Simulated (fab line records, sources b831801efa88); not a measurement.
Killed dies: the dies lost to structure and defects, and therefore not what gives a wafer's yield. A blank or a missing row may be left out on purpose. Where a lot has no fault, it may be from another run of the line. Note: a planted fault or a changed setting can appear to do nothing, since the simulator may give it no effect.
Matching of chambers | flow sky130 | rie_diel-03 running SKY_POLY_GATE_ETCH_16: 4 sister chambers
The step etches Si3N4 in CH3F/O2, stops on poly-Si, time 147.5 s, target depth 75 nm. 4 wafers are shown with their chamber, then 6 later ones without.

## EACH WAFER AND ITS CHAMBER
wafer  | chamber | drypump_motor_current_A (A)
L282.6 | 2       | 6.3
L292.2 | 0       | 5.3
L292.4 | 1       | 6.2
L292.6 | 3       | 5.9

## WAFERS MISSING THEIR CHAMBER
wafer  | drypump_motor_current_A (A)
L293.2 | 5.3
L293.3 | 6.1
L293.5 | 5.9
L294.1 | 5.3
L294.3 | 6.4
L294.4 | 6.2

## EACH ONE'S CHAMBER
wafer  | from the rows above          | in truth
L293.2 | 0                            | 0
L293.3 | can't be placed: 1 or 3 or 2 | 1
L293.5 | 3                            | 3
L294.1 | 0                            | 0
L294.3 | can't be placed: 2 or 1      | 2
L294.4 | can't be placed: 1 or 2      | 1
3 of 6 placed correctly. These rows do not allow placing 3 (true chamber among the candidates in 3). Wrongly placed: 0.
How it was worked out, from the rows above alone: a wafer's distance from a chamber is the root of the sum, over the readings, of the square of ((its reading less the chamber's mean) divided by the reading's scatter). The wafer belongs to the nearest chamber; if the next one is less than 2 further off, it can't be placed. A chamber's mean is the mean of its shown wafers. The scatter: with one shown wafer a chamber, the root of the mean of the squares of how far each hidden wafer lies from its nearest shown one.
